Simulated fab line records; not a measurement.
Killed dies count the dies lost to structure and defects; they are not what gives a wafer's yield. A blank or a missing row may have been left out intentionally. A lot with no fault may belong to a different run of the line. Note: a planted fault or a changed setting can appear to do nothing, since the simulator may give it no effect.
Chamber matching ; flow gf180mcu ; cmp-01 running GF_V2_CMP_26: 4 sister chambers
The step polishes, stops on SiO2, t overpolish 15 s, target thk 0 nm. 4 wafers are shown with their chamber, then 7 later ones without.

EACH WAFER AND ITS CHAMBER
wafer;chamber;motor current A (A)
L477.2;1;9.6
L482.6;3;13.6
L485.1;0;10.6
L485.2;2;13.9

WAFERS WITHOUT THEIR CHAMBER
wafer;motor current A (A)
L485.4;10.3
L487.1;10.4
L487.2;13.7
L487.3;10.7
L490.1;10.4
L490.4;9.9
L490.5;10.1

WHICH CHAMBER EACH WENT THROUGH
wafer;from the rows above;in truth
L485.4;can't be placed: 0 or 1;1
L487.1;0;0
L487.2;can't be placed: 3 or 2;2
L487.3;0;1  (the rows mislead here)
L490.1;0;0
L490.4;can't be placed: 1 or 0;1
L490.5;can't be placed: 0 or 1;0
Correctly placed: 2 of 7. Not placeable from these rows: 4 (in 4, the candidates include the true chamber). Placed wrongly: 1.
How it was worked out, from the rows above alone: a wafer's distance from a chamber is the root of the sum, over the readings, of the square of ((its reading less the chamber's mean) divided by the reading's scatter). If the next closest chamber is less than 2 further off than the closest, the wafer can't be placed; otherwise it belongs to the closest. For every chamber, the mean is computed from those of its wafers that are shown. The scatter: with one shown wafer a chamber, the root of the mean of the squares of how far each hidden wafer lies from its nearest shown one.
